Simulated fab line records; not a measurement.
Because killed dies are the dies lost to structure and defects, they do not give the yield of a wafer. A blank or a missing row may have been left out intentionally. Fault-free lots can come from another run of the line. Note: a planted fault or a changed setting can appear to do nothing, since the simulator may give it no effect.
Which tool was responsible? :: flow sky130 :: Sampling: 12 lots, 36 wafers, 3 of 708 route steps

WHAT THE GAUGES SHOWED, per wafer
SKY_VIA3_THK_MEAS_23: measures by xrf.
lot: L871
measured: day 39 05:50
on: film_metro-01
VIA3_W_THK (nm): 400 401 400

lot: L873
measured: day 39 22:23
on: film_metro-01
VIA3_W_THK (nm): 404 409 411

lot: L877
measured: day 41 11:29
on: film_metro-02
VIA3_W_THK (nm): 400 398 400

lot: L878
measured: day 41 16:29
on: film_metro-02
VIA3_W_THK (nm): 393 397 392

lot: L881
measured: day 42 23:05
on: film_metro-01
VIA3_W_THK (nm): 412 410 411

lot: L884
measured: day 43 11:07
on: film_metro-01
VIA3_W_THK (nm): 401 401 401

lot: L885
measured: day 43 15:07
on: film_metro-04
VIA3_W_THK (nm): 390 385 395

lot: L887
measured: day 44 00:49
on: film_metro-04
VIA3_W_THK (nm): 404 406 405

lot: L888
measured: day 44 05:09
on: film_metro-04
VIA3_W_THK (nm): 407 402 406

lot: L889
measured: day 44 15:19
on: film_metro-02
VIA3_W_THK (nm): 396 392 392

lot: L893
measured: day 45 14:32
on: film_metro-04
VIA3_W_THK (nm): 392 390 392

lot: L894
measured: day 45 20:41
on: film_metro-01
VIA3_W_THK (nm): 391 392 391

WHAT TOOL EACH LOT RAN ON (gives the tool, then ch and the chambers of the sampled wafers, and finally the start)
lot: L871
SKY_METAL3_DESCUM_15: rie_metal-01 ch 0, day 38 02:00
SKY_METAL3_METAL_ETCH_18: rie_metal-04 ch 0,1, day 38 02:19

lot: L873
SKY_METAL3_DESCUM_15: rie_metal-01 ch 0,1, day 38 19:29
SKY_METAL3_METAL_ETCH_18: rie_metal-04 ch 0,1, day 38 19:41

lot: L877
SKY_METAL3_DESCUM_15: rie_metal-04 ch 0,1, day 40 08:46
SKY_METAL3_METAL_ETCH_18: rie_metal-03 ch 0, day 40 08:55

lot: L878
SKY_METAL3_DESCUM_15: rie_metal-04 ch 0,1, day 40 14:01
SKY_METAL3_METAL_ETCH_18: rie_metal-01 ch 0,1, day 40 14:10

lot: L881
SKY_METAL3_DESCUM_15: rie_metal-04 ch 0,1, day 41 20:59
SKY_METAL3_METAL_ETCH_18: rie_metal-01 ch 0,1, day 41 21:08

lot: L884
SKY_METAL3_DESCUM_15: rie_metal-01 ch 0,1, day 42 09:40
SKY_METAL3_METAL_ETCH_18: rie_metal-03 ch 0,1, day 42 09:49

lot: L885
SKY_METAL3_DESCUM_15: rie_metal-03 ch 0,1, day 42 13:17
SKY_METAL3_METAL_ETCH_18: rie_metal-01 ch 0,1, day 42 13:29

lot: L887
SKY_METAL3_DESCUM_15: rie_metal-04 ch 0,1, day 42 22:49
SKY_METAL3_METAL_ETCH_18: rie_metal-03 ch 0,1, day 42 22:58

lot: L888
SKY_METAL3_DESCUM_15: rie_metal-03 ch 0,1, day 43 04:22
SKY_METAL3_METAL_ETCH_18: rie_metal-01 ch 0,1, day 43 04:31

lot: L889
SKY_METAL3_DESCUM_15: rie_metal-01 ch 0, day 43 14:14
SKY_METAL3_METAL_ETCH_18: rie_metal-04 ch 0, day 43 14:26

lot: L893
SKY_METAL3_DESCUM_15: rie_metal-04 ch 0,1, day 44 15:10
SKY_METAL3_METAL_ETCH_18: rie_metal-01 ch 0,1, day 44 15:19

lot: L894
SKY_METAL3_DESCUM_15: rie_metal-01 ch 0,1, day 44 21:55
SKY_METAL3_METAL_ETCH_18: rie_metal-03 ch 0,1, day 44 22:04
- SKY_METAL3_DESCUM_15: chemistry O2, time 8 s.
- SKY_METAL3_METAL_ETCH_18: etches the open film in Cl2/BCl3, stops on SiO2, target depth 845 nm, time 183.1 s.

AS READ BY THE TOOLS THEMSELVES (means over the sampled wafers that have a number; for cases with no such wafer, the mark the record gives instead)
SKY_METAL3_DESCUM_15.
lot: L871
tool: rie_metal-01
drypump_motor_current_A (A): 5.6
oes_product_au (a.u.): 0.988

lot: L873
tool: rie_metal-01
drypump_motor_current_A (A): 5.3
oes_product_au (a.u.): 0.995

lot: L877
tool: rie_metal-04
drypump_motor_current_A (A): 5.3
oes_product_au (a.u.): 1.002

lot: L878
tool: rie_metal-04
drypump_motor_current_A (A): 5.3
oes_product_au (a.u.): 0.996

lot: L881
tool: rie_metal-04
drypump_motor_current_A (A): 5.7
oes_product_au (a.u.): 0.990

lot: L884
tool: rie_metal-01
drypump_motor_current_A (A): 5.5
oes_product_au (a.u.): 0.993

lot: L885
tool: rie_metal-03
drypump_motor_current_A (A): 6.2
oes_product_au (a.u.): 0.994

lot: L887
tool: rie_metal-04
drypump_motor_current_A (A): 5.3
oes_product_au (a.u.): 0.989

lot: L888
tool: rie_metal-03
drypump_motor_current_A (A): 6.2
oes_product_au (a.u.): 0.991

lot: L889
tool: rie_metal-01
drypump_motor_current_A (A): 5.6
oes_product_au (a.u.): 0.997

lot: L893
tool: rie_metal-04
drypump_motor_current_A (A): 5.7
oes_product_au (a.u.): 0.992

lot: L894
tool: rie_metal-01
drypump_motor_current_A (A): 5.3
oes_product_au (a.u.): 0.989

SKY_METAL3_METAL_ETCH_18.
lot: L871
tool: rie_metal-04
drypump_motor_current_A (A): 5.3
oes_product_au (a.u.): 0.868
throttle_valve_pct (%): 22.260

lot: L873
tool: rie_metal-04
drypump_motor_current_A (A): 5.3
oes_product_au (a.u.): 0.861
throttle_valve_pct (%): 22.260

lot: L877
tool: rie_metal-03
drypump_motor_current_A (A): 6.6
oes_product_au (a.u.): 0.862
throttle_valve_pct (%): 22.270

lot: L878
tool: rie_metal-01
drypump_motor_current_A (A): 5.3
oes_product_au (a.u.): 0.865
throttle_valve_pct (%): 22.265

lot: L881
tool: rie_metal-01
drypump_motor_current_A (A): 5.3
oes_product_au (a.u.): 0.865
throttle_valve_pct (%): 22.258

lot: L884
tool: rie_metal-03
drypump_motor_current_A (A): 6.1
oes_product_au (a.u.): 0.862
throttle_valve_pct (%): 22.256

lot: L885
tool: rie_metal-01
drypump_motor_current_A (A): 5.5
oes_product_au (a.u.): 0.860
throttle_valve_pct (%): 22.270

lot: L887
tool: rie_metal-03
drypump_motor_current_A (A): 6.2
oes_product_au (a.u.): 0.860
throttle_valve_pct (%): 22.264

lot: L888
tool: rie_metal-01
drypump_motor_current_A (A): 5.5
oes_product_au (a.u.): 0.859
throttle_valve_pct (%): 22.264

lot: L889
tool: rie_metal-04
drypump_motor_current_A (A): 6.2
oes_product_au (a.u.): 0.864
throttle_valve_pct (%): 22.263

lot: L893
tool: rie_metal-01
drypump_motor_current_A (A): 5.5
oes_product_au (a.u.): 0.852
throttle_valve_pct (%): 22.263

lot: L894
tool: rie_metal-03
drypump_motor_current_A (A): 5.8
oes_product_au (a.u.): 0.863
throttle_valve_pct (%): 22.272

THE ANSWER, worked out from the rows above alone
Rule: usual is defined by the lots themselves. The widest of any qualifying gaps counts: lots, ordered by their means at a reading, are off when they make up no more than a third of the lots, leave a main group of 4 or more, and stand apart from it by 3 or more times the standard deviation of that group's means. If all means in a main group match to the digits the tables above print for the reading, that group is not used. A lot without any number at a reading at which 4 lots or more have one is off too. The other lots that the step has rows for count as sound. After the gauges, taken in route order, come the tools' own readings; for these a lot's mean is taken, as printed above. At the first step where some lot is off, the reading lying furthest off is the one used; lots without a number count as furthest.
Nothing can be told from this: no lot is off at any reading shown.

WHAT THE SIMULATOR HAD PUT IN
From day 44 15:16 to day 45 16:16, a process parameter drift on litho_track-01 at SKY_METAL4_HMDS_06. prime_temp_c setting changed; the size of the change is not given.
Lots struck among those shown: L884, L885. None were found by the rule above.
